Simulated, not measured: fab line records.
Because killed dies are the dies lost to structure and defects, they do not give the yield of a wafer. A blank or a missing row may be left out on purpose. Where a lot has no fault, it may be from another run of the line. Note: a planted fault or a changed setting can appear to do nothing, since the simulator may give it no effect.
Chamber matching ; flow sfq line ; pecvd-03 running SFQ_TRILAYER_I1_DEP_PECVD_045: 3 sister chambers
The step deposits SiO2 from SiH4/N2O, time 111.11 s, target thk 500 nm. 5 wafers are shown with their chamber, then 7 later ones without.

== WAFERS, EACH WITH ITS CHAMBER ==
wafer;chamber;throttle valve pct (%);showerhead vpp V (V)
L664.6;2;23.8;850
L670.1;0;26.3;826
L670.5;1;25.9;875
L674.1;1;25.7;871
L674.4;0;26.1;829

== WAFERS MISSING THEIR CHAMBER ==
wafer;throttle valve pct (%);showerhead vpp V (V)
L674.6;24.2;843
L675.2;23.9;843
L675.4;26.3;821
L675.6;23.9;849
L683.2;24.0;847
L683.3;25.9;880
L683.6;24.1;850

== WHICH CHAMBER EACH ONE RAN IN ==
wafer;from the rows above;in truth
L674.6;2;2
L675.2;2;2
L675.4;0;0
L675.6;2;2
L683.2;2;2
L683.3;1;1
L683.6;2;2
7 of 7 placed correctly. Can't be placed from these rows: 0. Number placed wrongly: 0.
How it was worked out, from the rows above alone: a wafer's distance from a chamber is the root of the sum, over the readings, of the square of ((its reading less the chamber's mean) divided by the reading's scatter). The wafer belongs to the nearest chamber; if the next one is less than 2 further off, it can't be placed. Each chamber's mean is taken over the wafers shown for it. How the scatter is found: for the shown wafers, subtract from each reading the mean of its chamber, square and add these, divide the total by (wafers less chambers), then take the root.
